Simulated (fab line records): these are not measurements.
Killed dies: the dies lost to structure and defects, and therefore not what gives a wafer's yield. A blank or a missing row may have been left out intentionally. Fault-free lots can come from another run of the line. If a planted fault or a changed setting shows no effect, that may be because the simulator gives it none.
Struck lot and sound lot, side by side / flow gf180mcu / 43 steps out of a route of 602
Sound: wafers L580.2, L580.4, L580.6. Struck: wafers L595.1, L595.3, L595.5. The cause is named last.
Each step with rows lists, per side, the tool, then ch with its chambers, then its first start. Under that, the readings that differ: sound wafers / struck wafers / difference of the means / sigmas: that difference in standard deviations of wafers without a fault.
alike: a reading whose means differ by less than 2 such deviations, as well as words and numbers matching on both sides. not compared: withheld readings; readings where some wafer has no value; bounds like >300 that might hide an equal value; numbers whose values overlap and for which the record gives no deviation.
A row with sigmas, a row that says differs or no value, or rows on one side alone: a step with any of these is where the two part. Numbers that have no deviation but don't overlap get no sigmas and don't part them. Lack of a reading on every wafer of one side parts them only where that side has two or more wafers.

first, 7 steps without rows for these wafers: GF_DUAL_GATE_DEHYDRATE_04 (time 60 s); GF_DUAL_GATE_HMDS_05 (prime time 60 s); GF_DUAL_GATE_COAT_06 (resist thk 1000 nm); GF_DUAL_GATE_SOFTBAKE_07 (time 60 s); GF_DUAL_GATE_EXPOSE_08 (exposes mask Dualgate, target cd 700 nm); GF_DUAL_GATE_PEB_09; GF_DUAL_GATE_DEVELOP_10 (develop time 60 s).
GF_DUAL_GATE_OVL_MEAS_11:
  sound: overlay-01 at day 9 05:55; struck: overlay-02 at day 13 17:12
  alike: DUAL_GATE_OVL
then, 1 step without rows for these wafers: GF_DUAL_GATE_WET_ETCH_12 (etches SiO2 in dHF, target depth 13 nm, time 260 s).
GF_DUAL_GATE_STRIP_13: strips in O2/N2.
  sound on plasmaAsher-03 ch 0,1, day 9 06:01; struck on plasmaAsher-04 ch 0,1, day 13 17:20
  alike: drypumpMotorCurrentA, heaterPowerW, oesProductAu, stripTimeToEndpointS
  not compared: rfHoursCounterH
then, 2 steps without rows for these wafers: GF_DUAL_GATE_CLEAN_14 (cleans in SC1/SC2, time 150 s); GF_DUAL_GATE_OXIDATION_15 (stabilise 600 s, purge 300 s, target thk 7.098 nm).
GF_POLY_GATE_CVD_00: deposits poly-Si, target thk 200 nm, time 1200 s.
  sound on lpcvd-02 ch 1, day 9 07:43; struck on lpcvd-01 ch 0, day 13 20:04
reading=spikeTcBottomC (C); sound=635.1 635.4 634.1; struck=592.8 591.7 593.0; difference=-42.4; sigmas=-15
reading=spikeTcCentreC (C); sound=620.7 620.2 619.9; struck=574.9 573.8 574.2; difference=-46.0; sigmas=-35
reading=spikeTcLowerC (C); sound=619.4 620.8 622.0; struck=569.8 572.0 570.9; difference=-49.8; sigmas=-29
reading=spikeTcTopC (C); sound=643.4 642.6 642.1; struck=593.6 595.3 594.7; difference=-48.2; sigmas=-37
reading=spikeTcUpperC (C); sound=621.2 618.3 619.7; struck=571.9 570.9 571.1; difference=-48.4; sigmas=-35
reading=susceptorTempC (C); sound=620.3 620.2 619.6; struck=572.6 571.9 571.9; difference=-47.9; sigmas=-99 or more
reading=zonePowerBottomPct (%); sound=15.7 15.9 16.1; struck=13.3 13.3 13.0; difference=-2.7; sigmas=-2
reading=model.poly-Si_of_POLY_GATE_CVD_00.thkNm (nm); sound=199.8 201.7 201.6; struck=59.92 62.31 61.77; difference=-139.70; sigmas=
  alike: zonePowerTopPct
GF_POLY_GATE_THK_MEAS_01:
  sound: filmMetro-04 at day 9 09:04; struck: filmMetro-02 at day 13 21:24
reading=POLY_GATE_CVD_00_THK (nm); sound=199.7 201.6 201.6; struck=59.9 62.3 61.8; difference=-139.6; sigmas=-78
then, 8 steps without rows for these wafers: GF_POLY_GATE_DEHYDRATE_02 (time 60 s); GF_POLY_GATE_HMDS_03 (prime time 60 s); GF_POLY_GATE_COAT_04; GF_POLY_GATE_COAT_05 (resist thk 700 nm); GF_POLY_GATE_SOFTBAKE_06 (time 60 s); GF_POLY_GATE_EXPOSE_07 (exposes mask Poly2, target cd 280 nm); GF_POLY_GATE_PEB_08 (peb time 90 s); GF_POLY_GATE_DEVELOP_09 (develop time 60 s).
GF_POLY_GATE_CD_MEAS_10: target cd 280 nm.
  sound: cdSem-01 at day 10 02:29; struck: cdSem-01 at day 14 18:21
  alike: cdNm
GF_POLY_GATE_OVL_MEAS_11:
  sound: overlay-01 at day 10 02:35; struck: overlay-01 at day 14 18:28
  alike: POLY_GATE_OVL
GF_POLY_GATE_ETCH_12: etches BARC in N2/H2.
  sound on rieDiel-02 ch 0,3, day 10 02:37; struck on rieDiel-02 ch 1,3, day 14 18:31
  alike: drypumpMotorCurrentA, oesProductAu, throttleValvePct
GF_POLY_GATE_ETCH_13: etches poly-Si in HBr/Cl2, stops on SiO2, target depth 198.5 nm, time 69.6 s.
  sound on rieSi-01 ch 0,1,3, day 10 02:40; struck on rieSi-02 ch 0,3, day 14 18:34
reading=oesProductAu (a.u.); sound=0.989 0.991 0.997; struck=0.483 0.492 0.495; difference=-0.502; sigmas=-71
reading=model.POLY_GATE.featureDepthNm (nm); sound=196.6 199.6 200.4; struck=59.92 62.31 61.77; difference=-137.53; sigmas=
reading=model.etch.depthNm (nm); sound=196.6 199.6 200.4; struck=59.92 62.31 61.77; difference=-137.53; sigmas=
  alike: drypumpMotorCurrentA, throttleValvePct
  not compared: rfHoursCounterH
GF_POLY_GATE_STRIP_14: strips in O2/N2.
  sound on plasmaAsher-02 ch 0,1, day 10 02:43; struck on plasmaAsher-04 ch 0,1, day 14 18:37
reading=oesProductAu (a.u.); sound=0.511 0.517 0.508; struck=0.508 0.493 0.501; difference=-0.011; sigmas=-2
  alike: drypumpMotorCurrentA, heaterPowerW
  not compared: rfHoursCounterH
then, 2 steps without rows for these wafers: GF_POLY_GATE_CLEAN_15 (cleans in SC1/SC2, time 150 s); GF_POLY_GATE_OXIDATION_16 (stabilise 600 s, purge 300 s, target thk 4 nm).
GF_POLY_GATE_THK_MEAS_17:
  sound: filmMetro-04 at day 10 05:23; struck: filmMetro-02 at day 14 20:43
  alike: POLY_GATE_OXIDATION_THK
GF_POLY_GATE_CD_MEAS_18:
  sound: cdSem-02 at day 10 05:28; struck: cdSem-02 at day 14 20:47
  alike: cdNm
then, 7 steps without rows for these wafers: GF_HV_LDD_DEHYDRATE_00 (time 60 s); GF_HV_LDD_HMDS_01 (prime time 60 s); GF_HV_LDD_COAT_02 (resist thk 1000 nm); GF_HV_LDD_SOFTBAKE_03 (time 60 s); GF_HV_LDD_EXPOSE_04 (exposes mask Nplus LV AREA, target cd 400 nm); GF_HV_LDD_PEB_05; GF_HV_LDD_DEVELOP_06 (develop time 60 s).
GF_HV_LDD_CD_MEAS_07: target cd 400 nm.
  sound: cdSem-02 at day 10 23:25; struck: cdSem-01 at day 15 18:30
  alike: cdNm
GF_HV_LDD_OVL_MEAS_08:
  sound: overlay-01 at day 10 23:31; struck: overlay-02 at day 15 18:37
  alike: HV_LDD_OVL
next, for these wafers, 1 step has no rows: GF_HV_LDD_IMPLANT_09.
GF_HV_LDD_STRIP_10: strips in O2/N2.
  sound on plasmaAsher-04 ch 0,1, day 10 23:42; struck on plasmaAsher-03 ch 1, day 15 18:49
reading=heaterPowerW (W); sound=357 401 346; struck=294 290 291; difference=-76; sigmas=-2
  alike: drypumpMotorCurrentA, oesProductAu, stripTimeToEndpointS
  not compared: rfHoursCounterH
-- the record jumps here: 6 days lie between the struck wafers' starts before and after (it left off in module HV_LDD and takes up again in module SALICIDE, whose first step shown is number 278 of the route) --
GF_SALICIDE_CLEAN_00: cleans in SC1/SC2, time 150 s.
  sound on wetBench-04 ch 2, day 16 07:46; struck on wetBench-01 ch 1, day 21 21:04
reading=model.poly-Si_of_POLY_GATE_CVD_00.thkNm (nm); sound=198.6 200.5 200.3; struck=58.66 61.05 60.51; difference=-139.73; sigmas=
  alike: bathHeatDutyPct

== WHERE THEY PART ==
First at GF_POLY_GATE_CVD_00; last, within this record, at GF_HV_LDD_STRIP_10. Later steps at which nothing parts them and some readings are alike: GF_SALICIDE_CLEAN_00.

WHY: the cause the simulator had injected
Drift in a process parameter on lpcvd-01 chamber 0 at GF_POLY_GATE_CVD_00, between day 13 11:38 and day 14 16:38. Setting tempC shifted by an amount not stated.
